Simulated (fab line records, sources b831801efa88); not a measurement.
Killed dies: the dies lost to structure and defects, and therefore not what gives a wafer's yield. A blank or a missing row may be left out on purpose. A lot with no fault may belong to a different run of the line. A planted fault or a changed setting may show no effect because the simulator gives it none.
Split-lot study    flow sky130    on a route of 708 steps: 5 lots, 23 wafers read

ABOUT THE SPLIT
At SKY_LDD_HVP_COAT_02 (resist thk 300 nm), the setting spin-rpm was moved away from the recipe's 3000 rpm on 8 of the 23 wafers read, by -7.4% to +3.8%. All remaining wafers had this setting at the recipe value.

Reading taken at the split's own step.

THE READING
NOVOLAK_of_LDD_HVP_COAT_02.thk-nm (the simulator's own value, which no gauge read), in nm, at SKY_LDD_HVP_COAT_02 (resist thk 300 nm). No usual value for it is given in the file. The 15 wafers here that ran the recipe average 300.5 nm, standard deviation 0.58 nm.

wafer   tool, chamber at the split  spin-rpm as run, rpm  against the recipe  NOVOLAK_of_LDD_HVP_COAT_02.thk-nm, nm  against lot-mates on the recipe
L074.1  litho-track-03, 0           3000                  recipe              300.3                                  -
L074.2  litho-track-03, 0           3000                  recipe              300                                    -
L074.3  litho-track-03, 0           3000                  recipe              300                                    -
L074.4  litho-track-03, 0           3000                  recipe              301.4                                  -
L074.5  litho-track-03, 0           3000                  recipe              300.4                                  -
L075.1  litho-track-03, 0           3115                  +3.8%               295.4                                  -4.9
L075.2  litho-track-03, 0           3000                  recipe              300.3                                  -
L075.3  litho-track-03, 0           3000                  recipe              300.2                                  -
L075.4  litho-track-03, 0           3115                  +3.8%               295                                    -5.2
L075.5  litho-track-03, 0           3115                  +3.8%               294.3                                  -5.9
L077.1  litho-track-03, 0           2778                  -7.4%               312.7                                  +11.6
L077.2  litho-track-03, 0           3000                  recipe              301.1                                  -
L077.3  litho-track-03, 0           3000                  recipe              301.7                                  -
L077.5  litho-track-03, 0           2778                  -7.4%               313.4                                  +12.3
L077.6  litho-track-03, 0           3000                  recipe              300.4                                  -
L078.3  litho-track-03, 0           3000                  recipe              299.7                                  -
L078.4  litho-track-03, 0           3000                  recipe              299.6                                  -
L078.5  litho-track-03, 0           3000                  recipe              300.4                                  -
L080.1  litho-track-01, 0           3000                  recipe              300.5                                  -
L080.2  litho-track-01, 0           2862                  -4.6%               307.9                                  +7.1
L080.3  litho-track-01, 0           2862                  -4.6%               307.1                                  +6.4
L080.4  litho-track-01, 0           3000                  recipe              301                                    -
L080.5  litho-track-01, 0           2862                  -4.6%               308.9                                  +8.1

THE FIT
A straight line over all 23 wafers: NOVOLAK_of_LDD_HVP_COAT_02.thk-nm changes by -1.62 nm for each +1% of spin-rpm; r = -0.99; the points scatter about the line by 0.65 nm.
The same after taking each lot's own level away (the mean of its wafers on the recipe; 23 wafers): -1.55 nm for each +1%; r = -0.99; scatter 0.55 nm.
On that fit, the largest move of spin-rpm shifts the reading by 11 nm.
Measured against the standard deviation above, the lots' own levels, which go from 299.90 to 301.07 nm, span 2.0 times it.
Consequently the slope shifts little with the lot-to-lot level, the two slopes agreeing.
Check: +11.6 nm against its lot-mates is what the line predicts for one of the wafers moved furthest among these (-7.4%) when that wafer is left out of the fit. Against them it came out at +11.6 nm.

THE OTHER SPLITS THESE WAFERS WENT THROUGH
These wafers also went through other splits before the reading. Each is held against what the fit with the lots' levels taken away leaves over:
other split on the same wafers       wafers away from the commonest value  r with NOVOLAK_of_LDD_HVP_COAT_02.thk-nm (lot level and that fit taken away)
SKY_POLY_GATE_CVD_03 pressure-mtorr  18                                    +0.08
SKY_POLY_GATE_COAT_08 resist-thk-nm  7                                     +0.37
SKY_POLY_GATE_ETCH_16 source-w       7                                     -0.25
SKY_LDD_P_COAT_02 spin-rpm           5                                     -0.08
SKY_LDD_P_DEVELOP_06 dev-temp-c      5                                     +0.05
SKY_LDD_HVN_IMPLANT_08 energy-kev    11                                    +0.11

THE WHOLE CHAIN: every reading that the file lists as answering this split, in the file's order
step                  what it does       reading                                                                             change (the file's fit)               r (the file's)
SKY_LDD_HVP_COAT_02   resist thk 300 nm  NOVOLAK_of_LDD_HVP_COAT_02.thk-nm (the simulator's own value, which no gauge read)  -1.57 nm for each +1% of the setting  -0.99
SKY_LDD_HVP_STRIP_09  strips in O2/N2    strip-time-to-endpoint-s                                                            withheld for each +1% of the setting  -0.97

FILE'S OWN FIT
NOVOLAK_of_LDD_HVP_COAT_02.thk-nm changes by -1.57 nm for each +1% of spin-rpm, r = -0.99.
